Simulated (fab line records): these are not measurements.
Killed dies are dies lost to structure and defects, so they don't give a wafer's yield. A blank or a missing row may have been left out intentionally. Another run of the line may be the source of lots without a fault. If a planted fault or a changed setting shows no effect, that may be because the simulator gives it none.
Which tool is to blame?	flow sky130	Sampling: 11 lots, 33 wafers, 2 of 708 route steps

## WHAT THE GAUGES SHOWED, per wafer
SKY_SONOS_TUNNEL_CD_MEAS_07: target cd 410 nm.
lot	measured	on	cdNm (nm)
L860	day 11 13:12	cdSem-01	413.4 411.1 411.0
L861	day 11 20:19	cdSem-02	408.4 408.8 410.0
L862	day 12 00:15	cdSem-01	412.5 410.7 411.0
L864	day 13 08:59	cdSem-01	409.5 410.8 409.8
L867	day 14 01:35	cdSem-02	411.4 411.1 413.2
L868	day 14 01:52	cdSem-01	408.2 409.3 407.4
L869	day 14 13:41	cdSem-01	410.0 410.3 411.0
L870	day 15 00:08	cdSem-01	408.9 410.8 408.3
L879	day 17 14:48	cdSem-01	409.8 407.4 406.8
L881	day 18 16:38	cdSem-02	408.4 407.2 409.0
L883	day 18 22:37	cdSem-01	405.6 410.4 406.5

## TOOL THAT RAN EACH LOT (tool first, then ch and the chambers of the sampled wafers, then the start)
lot	SKY_VT_ADJUST_PCH_STRIP_09
L860	plasmaAsher-02 ch 0,1, day 10 13:27
L861	plasmaAsher-02 ch 0,1, day 10 20:59
L862	plasmaAsher-02 ch 0,1, day 11 00:29
L864	plasmaAsher-03 ch 0,1, day 12 11:20
L867	plasmaAsher-04 ch 1, day 12 23:21
L868	plasmaAsher-03 ch 0,1, day 12 23:35
L869	plasmaAsher-03 ch 0,1, day 13 11:27
L870	plasmaAsher-02 ch 0,1, day 13 21:36
L879	plasmaAsher-03 ch 0,1, day 16 10:32
L881	plasmaAsher-02 ch 0,1, day 17 10:35
L883	plasmaAsher-02 ch 0,1, day 17 16:36
- SKY_VT_ADJUST_PCH_STRIP_09: strips in O2/N2.

## THE ANSWER, worked out from the rows above alone
Rule: what is usual is taken from the lots themselves. The widest of any qualifying gaps counts: lots, ordered by their means at a reading, are off when they make up no more than a third of the lots, leave a main group of 4 or more, and stand apart from it by 3 or more times the standard deviation of that group's means. If all means in a main group match to the digits the tables above print for the reading, that group is not used. Also off: a lot with no number at a reading for which 4 or more lots have one. The other lots that the step has rows for count as sound.
No lot is off on any of the readings shown, so nothing can be concluded from this.

## WHAT HAD BEEN PUT IN BY THE SIMULATOR
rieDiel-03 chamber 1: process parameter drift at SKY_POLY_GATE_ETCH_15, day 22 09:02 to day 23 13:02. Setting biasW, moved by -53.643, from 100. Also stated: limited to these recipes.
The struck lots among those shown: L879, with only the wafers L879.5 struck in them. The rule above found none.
